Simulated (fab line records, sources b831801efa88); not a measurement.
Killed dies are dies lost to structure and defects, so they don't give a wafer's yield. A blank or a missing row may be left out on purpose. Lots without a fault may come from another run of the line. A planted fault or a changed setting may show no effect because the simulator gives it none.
Tool commonality check | flow gf180mcu | 12 lots, 36 wafers sampled

WHY IT WAS OPENED
At GF_V3_CD_MEAS_14 the reading cd_nm is flagged on 2 of 12 lots. Wafers without a fault read 259.6 nm, standard deviation 1.1.
Rule: a lot is flagged when every wafer of it that has a number lies more than 4 standard deviations from that mean, or none has a number. The other lots count as sound.

lot  | measured     | on        | cd_nm (nm), wafer by wafer | flag
L643 | day 22 21:04 | cd_sem-01 | 260.5 260.0 260.1          |
L644 | day 23 03:14 | cd_sem-02 | 259.3 260.0 260.1          |
L646 | day 24 00:59 | cd_sem-01 | 257.7 258.4 258.0          |
L647 | day 24 09:29 | cd_sem-02 | 259.3 258.5 259.9          |
L649 | day 25 18:40 | cd_sem-02 | 259.6 259.1 260.2          |
L650 | day 26 02:58 | cd_sem-01 | 257.8 259.7 259.5          |
L652 | day 26 18:43 | cd_sem-01 | 262.1 261.8 262.4          |
L653 | day 26 22:46 | cd_sem-01 | 260.3 260.8 260.5          |
L654 | day 27 04:56 | cd_sem-01 | 258.7 258.8 259.7          |
L656 | day 27 10:31 | cd_sem-02 | 259.4 258.6 258.8          |
L659 | day 28 08:13 | cd_sem-02 | 278.5 277.3 277.3          | FLAGGED
L658 | day 28 09:11 | cd_sem-01 | 277.9 278.7 279.0          | FLAGGED
The numbers of the flagged lots are 278.1 nm on average: +18.5 nm against the usual, or +17 standard deviations.

WHICH TOOL RAN EACH LOT
The record holds 1 process step before the reading, out of a route of 602 steps. In each cell: the tool, then ch and the chambers that the sampled wafers went through, then the start.
lot  | flag    | GF_V3_PEB_12
L643 |         | litho_track-03 ch 0, day 22 20:44
L644 |         | litho_track-04 ch 0, day 23 02:55
L646 |         | litho_track-03 ch 0, day 24 00:39
L647 |         | litho_track-04 ch 0, day 24 09:10
L649 |         | litho_track-03 ch 0, day 25 18:20
L650 |         | litho_track-03 ch 0, day 26 02:37
L652 |         | litho_track-03 ch 0, day 26 18:23
L653 |         | litho_track-01 ch 0, day 26 22:25
L654 |         | litho_track-04 ch 0, day 27 04:37
L656 |         | litho_track-03 ch 0, day 27 10:11
L659 | FLAGGED | litho_track-03 ch 0, day 28 07:53
L658 | FLAGGED | litho_track-03 ch 0, day 28 08:51
What these steps do:
- GF_V3_PEB_12: peb time 90 s.
- GF_V3_CD_MEAS_14: target cd 260 nm.

FLAGGED OVER TOTAL, TOOL BY TOOL (the gauges that took the reading come last)
step             | tool           | lots run | flagged | share of the flagged lots | sound lots run after its first flagged lot
GF_V3_PEB_12     | litho_track-01 | 1        | 0       | none                      | -
GF_V3_PEB_12     | litho_track-03 | 8        | 2       | all                       | 0
GF_V3_PEB_12     | litho_track-04 | 3        | 0       | none                      | -
GF_V3_CD_MEAS_14 | cd_sem-01      | 7        | 1       | some                      | 0
GF_V3_CD_MEAS_14 | cd_sem-02      | 5        | 1       | some                      | 0

WHAT THE TABLE ALLOWS
1 row of the table ran every flagged lot: litho_track-03 at GF_V3_PEB_12.
- litho_track-03 at GF_V3_PEB_12: 2 of its 8 lots flagged. Its last sound lot is L656 (day 27 10:11), its first flagged lot L659 (day 28 07:53): a fault that began between those two fits. Its own readings lie more than 4 standard deviations out on every wafer of the flagged lots: heater_power_total_W, plate_temp_C.
One tool is left: litho_track-03 at GF_V3_PEB_12.

WHAT THE SIMULATOR HAD PUT IN
Process parameter drift: litho_track-03, from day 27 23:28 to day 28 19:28, at GF_V3_PEB_12. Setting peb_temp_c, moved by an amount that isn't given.
Lots struck among those shown: L659, L658. The rule above found the same.
